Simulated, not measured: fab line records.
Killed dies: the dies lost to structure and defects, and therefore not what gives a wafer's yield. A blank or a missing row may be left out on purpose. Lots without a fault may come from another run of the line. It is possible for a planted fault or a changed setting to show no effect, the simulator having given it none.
Comparing a struck lot with a sound one :: flow sky130 :: 14 steps out of a route of 708
Sound: these wafers, L863.1, L863.2, L863.5. Struck: wafers L875.2, L875.3, L875.4. The cause is named last.
For every step that has rows: the tool of each side, followed by ch and its chambers, followed by its first start. Under that, the readings that differ: sound wafers :: struck wafers :: difference of the means :: sigmas: that difference in standard deviations of wafers without a fault.
alike: same words and numbers on both sides, and readings whose means sit less than 2 such deviations apart. not compared: any withheld reading, any reading some wafer has no value for, any bound like >300 that may hide the same value, and any number with overlapping values for which the record gives no deviation.
The two part at a step that has a row with sigmas, a row that says differs or no value, or rows on one side only. When numbers do not overlap yet have no deviation, they are printed without sigmas and do not part them. Lack of a reading on every wafer of one side parts them only where that side has two or more wafers.

SKY_SD_N_RS_MEAS_17: a four-point-probe measurement.
  sound on film metro-02, day 28 13:40; struck on film metro-02, day 33 01:38
  alike: SD_P_RS
SKY_SD_N_RS_MEAS_18: a four-point-probe measurement.
  sound on film metro-02, day 28 13:47; struck on film metro-02, day 33 01:46
reading: RES_XHIGH_RS (ohm/sq)
sound: 330.9 332.1 332.8
struck: 334.7 335.1 335.0
difference: +3.0
sigmas: +2
then, 2 steps without rows for these wafers: SKY_SALICIDE_CLEAN_00 (cleans in HF-last, time 30 s); SKY_LI_CONTACT_HDPCVD_00 (deposits PSG, target thk 930 nm, time 155 s).
SKY_LI_CONTACT_THK_MEAS_01:
  sound on film metro-03, day 28 14:02; struck on film metro-01, day 33 01:59
  alike: LI_CONTACT_HDPCVD_THK
SKY_LI_CONTACT_CMP_02: polishes PSG.
  sound on cmp-02 ch 0,1,2, day 28 14:05; struck on cmp-02 ch 0,1,2, day 33 02:02
  alike: motor current A, time to endpoint s
SKY_LI_CONTACT_BOW_MEAS_03:
  sound on film metro-02, day 28 14:23; struck on film metro-03, day 33 02:22
  alike: LI_CONTACT_BOW
then, 5 steps without rows for these wafers: SKY_LI_CONTACT_DEHYDRATE_04 (time 60 s); SKY_LI_CONTACT_HMDS_05 (prime time 60 s); SKY_LI_CONTACT_COAT_06 (resist thk 60 nm); SKY_LI_CONTACT_COAT_07 (resist thk 450 nm); SKY_LI_CONTACT_SOFTBAKE_08 (time 90 s).
SKY_LI_CONTACT_EXPOSE_09: exposes mask LICM1, target cd 170 nm.
  struck on krf scanner-02, day 33 16:31; sound on krf scanner-01 ch 0, day 29 04:49
  no value came back on the struck wafers for exposure dose mJ cm2, focus offset nm (nm), sigma outer; on the sound wafers exposure dose mJ cm2 reads 38.03 38.01 38.11
  alike: mask
next, for these wafers, 1 step has no rows: SKY_LI_CONTACT_PEB_10.

== WHERE THEY PART ==
At SKY_SD_N_RS_MEAS_18 first; at SKY_LI_CONTACT_EXPOSE_09 last (within this record only).

WHY: what had been put in by the simulator
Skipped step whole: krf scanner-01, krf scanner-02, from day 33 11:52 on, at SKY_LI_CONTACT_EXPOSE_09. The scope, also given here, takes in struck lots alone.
